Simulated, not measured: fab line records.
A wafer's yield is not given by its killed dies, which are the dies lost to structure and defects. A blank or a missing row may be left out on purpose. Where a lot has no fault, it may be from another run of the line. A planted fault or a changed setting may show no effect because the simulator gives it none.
fab line records + flow sky130
record:
- lots: 5
- wafers: 13
- last-day: 50
route steps=708 shown METAL1@448 VIA1@458 METAL2@483 PAD_OPEN@708
lots that met no fault: taken from a fault-free run of the same line
start-h: start of the lot's first displayed wafer, in hours after the record's first day + wait-h: time in hours since the lot's previous step + " same as the row above + L1.1+2: several wafers, shown together as one row + - no value, or no start given + * or withheld: withheld + < > ~ a bound
route shown NAME@n: a module of which the file shows steps, and the number in the route of the first + usual: mean and standard deviation over wafers with no fault + same: alike in all rows + chamber/n: place in a boat + sites: each site's reading + _std_site: standard deviation across them + _edge_site: mean of outer sites minus mean of inner sites + radius-mm: for every site, how far away it sits from the centre of the wafer + mask NAME#n: copy n + behind: the tool/chamber that last shaped the wafer + hold: reason for holding the lot/hours on hold/outcome of the hold + device: the transistor (n, p or np) that didn't switch + end of line: tests of these same wafers at the route's end + a step given without rows: its recipe and nothing more + killed: the dies lost at the first sort to structure and to defects; this is not the yield of the wafer + map: a wafer's dies, marking killed ones x, the rest . and places with no die _
set.NAME: the setting that was run; set.NAME@STEP: the one run at that earlier step + model.NAME: the simulator's own value behind a step, which no gauge read
lots at selected steps of the route; one table per step, one row per wafer
services: from which hour (start-h, from the record's first day; less than 0 if before it) a tool's chamber was out of use, for how many hours, and why
== steps ==
step: SKY_METAL1_DEVELOP_14
recipe:
- develop-time-s: 60
- resist: KrF-thick
- dev-temp-c: 21
step: SKY_METAL1_DESCUM_17
recipe:
- chemistry: O2
- source-power-w: 150
- bias-power-w: 0
- pressure-mtorr: 10
- temp-c: 40
- time-s: 8
step: SKY_METAL1_ETCH_18
recipe:
- chemistry: N2/H2
- target: BARC
- ion-energy-ev: 200
- bias-w: 100
- pressure-mtorr: 30
- n2-flow-sccm: 100
- h2-flow-sccm: 200
- icp-w: 500
- stop-on: SiO2
- time-s: 45.9
- target-depth-a: 600
step: SKY_METAL1_METAL_ETCH_19
recipe:
- target-depth-a: 3600
- stop-on: SiO2
- over-etch-frac: 0.3
- time-s: 78
- chemistry: Cl2/BCl3
- resist-sidewall-deg: 88
- pressure-mtorr: 10
- icp-w: 900
- bias-w: 48.5
- Cl2_flow_sccm: 60
- bcl3-flow-sccm: 30
step: SKY_METAL1_STRIP_20
recipe:
- chemistry: O2/N2
- power-w: 1400
- pressure-mtorr: 1500
- platen-temp-c: withheld
- o2-flow-sccm: 3000
- n2-flow-sccm: 300
- overash-fraction: 0.5
step: SKY_METAL1_STRIP_21
recipe:
- chemistry: post-etch-residue-remover
- time-s: 1200
- temp-c: 72.5
step: SKY_METAL1_CLEAN_22
recipe:
- chemistry: IPA
- time-s: 180
- temp-c: 25
step: SKY_METAL1_CLEAN_23
recipe:
- chemistry: O3/DIW
- dry: n2-spin
step: SKY_VIA1_HDPCVD_00
recipe:
- material: SiO2
- target-thk-nm: 1030
- sigma-open-frac: 0.3
- time-s: 171.7
- temp-c: 400
- sih4-flow-sccm: 60
- pressure-mtorr: 6
step: SKY_VIA1_CMP_02
recipe:
- material: SiO2
- down-force-psi: 4
- platen-rpm: 60
- pad-velocity-m-s: 0.94248
usual:
- motor-current-A: 12.8/0.82
- slurry-filter-dp-kPa: 13.52/0.15
| lot.wafer | tool   | chamber | start-h | wait-h | motor-current-A | slurry-filter-dp-kPa | model.SiO2_of_VIA1_HDPCVD_00.thk-nm |
|-----------|--------|---------|---------|--------|-----------------|----------------------|-------------------------------------|
| L873.2    | cmp-01 | 3       | 798.32  | 0.1    | 11.9            | 13.19                | 257.4                               |
| L873.5    | "      | 1       | "       | "      | 11.7            | 13.50                | 345.6                               |
| L874.1    | cmp-01 | 3       | 813.23  | 0.1    | 12.8            | 13.62                | 344.5                               |
| L874.6    | "      | 3       | "       | "      | 12.1            | 13.74                | 257.9                               |
| L876.1    | cmp-01 | 3       | 827.19  | 0.1    | 12.8            | 13.53                | 343.2                               |
| L876.6    | "      | 2       | "       | "      | 13.5            | 13.51                | 257.6                               |
| L876.5    | "      | 3       | "       | "      | 12.5            | 13.30                | 343.5                               |
| L881.2    | cmp-02 | 0       | 904.73  | 0.1    | 13.9            | 13.44                | 345.8                               |
| L881.1    | "      | 2       | "       | "      | 13.5            | 13.83                | 344.7                               |
| L881.5    | "      | 0       | "       | "      | 12.9            | 13.87                | 345.5                               |
| L890.4    | cmp-01 | 3       | 946.34  | 0.0    | 12.3            | 13.55                | 344.2                               |
| L890.2    | "      | 0       | "       | "      | 12.3            | 13.51                | 344.4                               |
| L890.5    | "      | 3       | "       | "      | 12.2            | 13.38                | 342.9                               |
step: SKY_VIA1_DEHYDRATE_04
recipe:
- temp-c: 200
- time-s: 60
step: SKY_VIA1_HMDS_05
recipe:
- prime-time-s: 60
- prime-temp-c: 120
step: SKY_VIA1_COAT_06
recipe:
- resist: BARC
- temp-c: withheld
- time-s: withheld
- spin-rpm: 3000
- resist-thk-nm: 60
step: SKY_VIA1_COAT_07
recipe:
- resist: KrF-thick
- spin-rpm: 3000
- resist-thk-nm: 450
step: SKY_VIA1_SOFTBAKE_08
recipe:
- temp-c: 100
- time-s: 90
- resist: KrF-thick
step: SKY_VIA1_EXPOSE_09
recipe:
- mask-id: VIM
- na: 0.8
- source-shape: annular
- sigma-inner: 0.55
- sigma-outer: 0.85
- target-cd-nm: 150
- dose-mj: 38
step: SKY_VIA1_PEB_10
recipe:
- peb-temp-c: withheld
- peb-time-s: withheld
- resist: KrF-thick
step: SKY_VIA1_DEVELOP_11
recipe:
- develop-time-s: 60
- resist: KrF-thick
- dev-temp-c: 21
step: SKY_VIA1_ETCH_14
recipe:
- chemistry: N2/H2
- target: BARC
- ion-energy-ev: 200
- source-w: 500
- bias-w: 100
- pressure-mtorr: 30
- n2-flow-sccm: 100
- h2-flow-sccm: 200
- stop-on: SiO2
- time-s: 45.9
- target-depth-a: 600
step: SKY_VIA1_ETCH_15
recipe:
- target: SiO2
- chemistry: C4F8/O2/Ar
- target-depth-nm: 351
- stop-on: TiN
- mask-material: KrF-thick
- source-w: 1500
- bias-w: 1200
- pressure-mtorr: 40
- c4f8-flow-sccm: withheld
- O2_flow_sccm: 6
- Ar_flow_sccm: 300
- time-s: 54
usual:
- bias-w: 1200/3.3
- oes-product-au: 0.978/0.0055
| lot.wafer | tool        | chamber | start-h | wait-h | bias-w | oes-product-au | rf-hours-counter-h | model.VIA1.feature-depth-nm | model.etch.depth-nm |
|-----------|-------------|---------|---------|--------|--------|----------------|--------------------|-----------------------------|---------------------|
| L873.2    | rie-diel-02 | 1       | 825.42  | 0.0    | 1199   | 0.829          | 9                  | 257.4                       | 257.4               |
| L873.5    | "           | 2       | "       | "      | 1198   | 0.976          | -                  | 345.6                       | 345.6               |
| L874.1    | rie-diel-02 | 0       | 839.32  | 0.0    | 1199   | 0.978          | 2                  | 344.5                       | 344.5               |
| L874.6    | "           | 1       | "       | "      | 1200   | 0.831          | -                  | 257.9                       | 257.9               |
| L876.1    | rie-diel-01 | 1       | 854.13  | 0.0    | 1197   | 0.984          | 24                 | 343.2                       | 343.2               |
| L876.5    | "           | 0       | "       | "      | 1206   | 0.984          | -                  | 343.5                       | 343.5               |
| L876.6    | "           | 3       | "       | "      | 1201   | 0.834          | -                  | 257.6                       | 257.6               |
| L881.1    | rie-diel-01 | 3       | 929.87  | 0.0    | 1192   | 0.981          | 4                  | 344.7                       | 344.7               |
| L881.2    | "           | 1       | "       | "      | 1207   | 0.985          | 27                 | 345.8                       | 345.8               |
| L881.5    | "           | 1       | "       | "      | 1203   | 0.988          | -                  | 345.5                       | 345.5               |
| L890.2    | rie-diel-02 | 3       | 972.03  | 0.0    | 1201   | 0.976          | 19                 | 343.9                       | 343.9               |
| L890.4    | "           | 1       | "       | "      | 1204   | 0.980          | 14                 | 341.5                       | 341.5               |
| L890.5    | "           | 2       | "       | "      | 1197   | 0.976          | -                  | 342.9                       | 342.9               |
step: SKY_VIA1_STRIP_16
recipe:
- chemistry: O2/N2
- power-w: 1400
- pressure-mtorr: 1500
- platen-temp-c: withheld
- o2-flow-sccm: 3000
- n2-flow-sccm: 300
- overash-fraction: 0.5
step: SKY_VIA1_STRIP_17
recipe:
- chemistry: post-etch-residue-remover
- time-s: 1200
- temp-c: 72.5
step: SKY_VIA1_CLEAN_18
recipe:
- chemistry: IPA
- time-s: 180
- temp-c: 25
step: SKY_VIA1_CLEAN_19
recipe:
- chemistry: O3/DIW
- dry: n2-spin
step: SKY_VIA1_SPUTTER_20
recipe:
- material: TiN
- target-thk-nm: 20
- chamber-pressure-pa: 5
- power-w: 4000
- time-s: 80
step: SKY_VIA1_CVD_21
recipe:
- material: W
- target-thk-nm: 270
- time-s: 80.902
- temp-c: 400
- pressure-torr: 40
step: SKY_VIA1_CMP_24
recipe:
- stop-on: SiO2
- t-overpolish-s: 15
- down-force-psi: 3.5
- platen-rpm: 60
- target-thk-nm: 0
- pad-velocity-m-s: 0.94248
step: SKY_METAL2_SPUTTER_00
recipe:
- material: Ti
- target-thk-nm: 15
- power-w: 3000
- time-s: 10
- chamber-pressure-pa: 0.4
step: SKY_METAL2_SPUTTER_01
recipe:
- material: TiN
- target-thk-nm: 20
- power-w: 6500
- time-s: 16.7
- chamber-pressure-pa: 0.4
step: SKY_METAL2_SPUTTER_02
recipe:
- material: AlCu
- target-thk-nm: 250
- power-w: 10600
- time-s: 13.3
- chamber-pressure-pa: 0.4
step: SKY_METAL2_SPUTTER_03
recipe:
- material: Ti
- target-thk-nm: 5
- power-w: 3000
- time-s: 3.3
- chamber-pressure-pa: 0.4
step: SKY_METAL2_SPUTTER_04
recipe:
- material: TiN
- target-thk-nm: 70
- power-w: 6500
- time-s: 58.3
- chamber-pressure-pa: 0.4
step: SKY_METAL2_METAL_ETCH_19
recipe:
- target-depth-a: 3600
- stop-on: SiO2
- over-etch-frac: 0.3
- time-s: 78
- chemistry: Cl2/BCl3
- resist-sidewall-deg: 88
- pressure-mtorr: 10
- icp-w: 900
- bias-w: 48.5
- Cl2_flow_sccm: 60
- bcl3-flow-sccm: 30
usual:
- bias-w: 48.50/0.14
- drypump-motor-current-A: 5.9/0.42
- oes-product-au: 0.855/0.0052
- throttle-valve-pct: 22.264/0.01
| lot.wafer | tool         | chamber | start-h | wait-h | bias-w | drypump-motor-current-A | oes-product-au | rf-hours-counter-h | throttle-valve-pct | model.SiO2_of_VIA1_HDPCVD_00.thk-nm |
|-----------|--------------|---------|---------|--------|--------|-------------------------|----------------|--------------------|--------------------|-------------------------------------|
| L873.2    | rie-metal-02 | 1       | 853.28  | 0.2    | 48.16  | 6.1                     | 0.846          | -                  | 22.283             | 243.1                               |
| L873.5    | "            | 1       | "       | "      | 48.41  | 6.1                     | 0.851          | -                  | 22.280             | 331.4                               |
| L874.1    | rie-metal-02 | 1       | 866.82  | 0.0    | 48.35  | 6.1                     | 0.848          | 7                  | 22.253             | 330.1                               |
| L874.6    | "            | 0       | "       | "      | 48.49  | 5.3                     | 0.860          | -                  | 22.255             | 243.6                               |
| L876.1    | rie-metal-03 | 1       | 882.32  | 0.0    | 48.44  | 6.8                     | 0.863          | 4                  | 22.251             | 329.1                               |
| L876.5    | "            | 1       | "       | "      | 48.46  | 6.8                     | 0.856          | -                  | 22.267             | 329.5                               |
| L876.6    | "            | 0       | "       | "      | 48.56  | 6.1                     | 0.849          | -                  | 22.295             | 243.6                               |
| L881.1    | rie-metal-04 | 1       | 956.39  | 0.0    | 48.79  | 5.7                     | 0.853          | 3                  | 22.269             | 330.6                               |
| L881.2    | "            | 0       | "       | "      | 48.64  | 5.7                     | 0.865          | 14                 | 22.252             | 331.9                               |
| L881.5    | "            | 0       | "       | "      | 48.66  | 5.7                     | 0.846          | -                  | 22.250             | 331.6                               |
| L890.2    | rie-metal-04 | 1       | 997.19  | 0.0    | 48.42  | 5.7                     | 0.857          | 5                  | 22.260             | 330.3                               |
| L890.4    | "            | 0       | "       | "      | 48.48  | 5.7                     | 0.861          | -                  | 22.266             | 330.4                               |
| L890.5    | "            | 1       | "       | "      | 48.54  | 5.7                     | 0.847          | -                  | 22.266             | 328.7                               |
step: SKY_PAD_OPEN_PROBE_99
usual:
- defect-limited-yield: 82.5/1.9
- killed_at_M0_to_M3: 44/7.3
- killed_at_M4_up: 3.2/1.8
- killed-at-contacts: 24/5.4
- killed-at-front-end: 16/4.4
- killed-at-other: 0.3/0.48
- killed-dies: 86/9.5
- killed-open: 47/7.7
- killed-short: 39/6.4
- sort_bin_3_pad_short: 0.9/0.41
- sort_bin_5_function: 10.4/1.5
- sort_bin_6_memory: 6.2/1.1
- sort-n-pass: 406/9.5
- sort-yield-pct: 82.5/1.9
same:
- gross-dies: 492
- killed-at-back-side: 0
- sort_bin_4_leakage[%]: 0
- sort_bin_8_speed[%]: 0
| lot.wafer | tool      | chamber | start-h | wait-h | defect-limited-yield[%] | killed_at_M0_to_M3 | killed_at_M4_up | killed-at-contacts | killed-at-front-end | killed-at-other | killed-dies | killed-open | killed-short | sort_bin_3_pad_short[%] | sort_bin_5_function[%] | sort_bin_6_memory[%] | sort-n-pass | sort-yield-pct[%] |
|-----------|-----------|---------|---------|--------|-------------------------|--------------------|-----------------|--------------------|---------------------|-----------------|-------------|-------------|--------------|-------------------------|------------------------|----------------------|-------------|-------------------|
| L876.1    | prober-01 | -       | 1124.09 | 0.1    | 83.3                    | 44                 | 1               | 23                 | 14                  | 0               | 82          | 47          | 35           | 0.6                     | 10.4                   | 5.7                  | 410         | 83.3              |
| L876.5    | prober-01 | -       | 1124.29 | 0.2    | 80.1                    | 51                 | 5               | 32                 | 10                  | 0               | 98          | 54          | 44           | 0.8                     | 14.0                   | 5.1                  | 394         | 80.1              |
| L876.6    | prober-01 | -       | 1124.34 | 0.2    | 79.5                    | 60                 | 1               | 24                 | 16                  | 0               | 101         | 55          | 46           | 1.2                     | 13.4                   | 5.9                  | 391         | 79.5              |
| L881.1    | prober-02 | -       | 1178.61 | 0.1    | 83.1                    | 36                 | 2               | 27                 | 18                  | 0               | 83          | 41          | 42           | 1.4                     | 11.0                   | 4.5                  | 409         | 83.1              |
| L881.2    | prober-02 | -       | 1178.66 | 0.1    | 80.7                    | 41                 | 3               | 31                 | 20                  | 0               | 95          | 51          | 44           | 1.2                     | 11.6                   | 6.5                  | 397         | 80.7              |
| L881.5    | prober-02 | -       | 1178.81 | 0.2    | 84.6                    | 44                 | 1               | 19                 | 12                  | 0               | 76          | 33          | 43           | 0.6                     | 8.5                    | 6.3                  | 416         | 84.6              |
killed by level:class
L876.1 VIA3:geometric-particle:open=9 CONTACT:geometric-particle:open=8 VIA1:geometric-particle:open=8 FIELD_ISO:geometric-particle:open=5 VIA3:geometric-particle:short=5 FIELD_ISO:geometric-particle:short=4 LI_CONTACT:geometric-particle:open=4 CONTACT:geometric-particle:short=4
L876.5 CONTACT:geometric-particle:open=11 VIA1:geometric-particle:open=10 VIA2:geometric-particle:open=9 CONTACT:geometric-particle:short=7 LI_CONTACT:geometric-particle:open=6 VIA3:geometric-particle:open=6 LOCAL_INTERCONNECT:geometric-particle:short=5 METAL1:geometric-particle:open=4
L876.6 VIA1:geometric-particle:short=12 VIA1:geometric-particle:open=11 VIA3:geometric-particle:open=9 LI_CONTACT:geometric-particle:open=8 METAL1:geometric-particle:short=7 CONTACT:geometric-particle:open=7 VIA2:geometric-particle:open=6 CONTACT:geometric-particle:short=5
L881.1 CONTACT:geometric-particle:open=9 LI_CONTACT:geometric-particle:open=8 VIA1:geometric-particle:open=7 METAL1:geometric-particle:short=6 METAL2:geometric-particle:short=6 POLY_GATE:geometric-particle:open=5 CONTACT:geometric-particle:short=5 POLY_GATE:geometric-particle:short=4
L881.2 CONTACT:geometric-particle:open=12 VIA3:geometric-particle:open=8 VIA1:geometric-particle:open=8 LI_CONTACT:geometric-particle:open=7 FIELD_ISO:geometric-particle:short=6 CONTACT:geometric-particle:short=6 POLY_GATE:geometric-particle:short=5 POLY_GATE:geometric-particle:open=5
L881.5 CONTACT:geometric-particle:short=7 METAL1:geometric-particle:short=7 VIA1:geometric-particle:open=6 METAL2:geometric-particle:short=6 VIA3:geometric-particle:short=6 POLY_GATE:geometric-particle:open=5 FIELD_ISO:geometric-particle:short=4 LI_CONTACT:geometric-particle:open=4
== services ==
| tool         | chamber | start-h | hours | kind                           |
|--------------|---------|---------|-------|--------------------------------|
| rie-diel-02  | 1       | 777.67  | 10.7  | repair                         |
| rie-diel-01  | -       | 782.31  | 14.6  | pm                             |
| rie-diel-02  | 1       | 826.66  | 7.3   | repair                         |
| rie-diel-01  | 2       | 829.43  | 2.7   | repair                         |
| rie-metal-03 | 1       | 833.97  | 4.0   | repair                         |
| cmp-01       | -       | 840.13  | 5.9   | pm                             |
| rie-metal-02 | -       | 870.25  | 28.1  | pm                             |
| cmp-01       | -       | 887.32  | 1.3   | repair                         |
| rie-diel-02  | 3       | 891.13  | 41.1  | repair                         |
| cmp-01       | -       | 892.62  | 13.6  | pm                             |
| rie-metal-04 | -       | 904.69  | 0.1   | repair                         |
| cmp-02       | -       | 906.44  | 1.8   | repair                         |
| rie-diel-01  | -       | 906.66  | 1.5   | repair                         |
| rie-diel-01  | 0       | 906.69  | 19.8  | repair                         |
| rie-metal-02 | 0       | 911.27  | 20.4  | repair                         |
| cmp-01       | -       | 913.40  | 4.0   | pm                             |
| cmp-01       | -       | 917.40  | -     | consumable-replace:conditioner |
| cmp-01       | -       | 917.40  | -     | consumable-replace:pad         |
| cmp-02       | -       | 918.30  | 0.5   | repair                         |
| cmp-01       | -       | 944.64  | 1.3   | repair                         |
| cmp-02       | -       | 946.01  | 2.4   | repair                         |
| rie-metal-04 | -       | 946.55  | 0.8   | repair                         |
| cmp-02       | -       | 954.34  | 1.3   | repair                         |
| cmp-01       | -       | 970.09  | 0.9   | repair                         |
== key ==
first-sign:
- step: SKY_VIA1_ETCH_15
- reading: oes-product-au
- direction: down
- sigmas: 27
- usual: 0.978
- struck: 0.831
effect none on later readings
model-effect:
- step: SKY_VIA1_CMP_02
- value: SiO2_of_VIA1_HDPCVD_00.thk-nm
- without: 343.9
- struck: 257.7
model-effect:
- step: SKY_VIA1_ETCH_15
- value: VIA1.feature-depth-nm
- without: 343.9
- struck: 257.7
model-effect:
- step: SKY_METAL2_METAL_ETCH_19
- value: SiO2_of_VIA1_HDPCVD_00.thk-nm
- without: 329.7
- struck: 243.4
met-at SKY_VIA1_CMP_02
struck-wafers L873.2,L874.6,L876.6
sort-left-out L873.2,L874.6
fault:
- kind: process-parameter-drift
- tool: cmp-01
- chamber: -
- onset-h: 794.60
- steps: SKY_VIA1_CMP_02
- channel: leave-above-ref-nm
- offset: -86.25
- shape: step
- end-h: 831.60
- scope: struck-wafers-only
- acts-in: these-recipes-only
- stated: 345
sort-left-out: the simulated sort isn't trusted on such a fault, so these wafers' sort isn't shown, and their yield isn't known
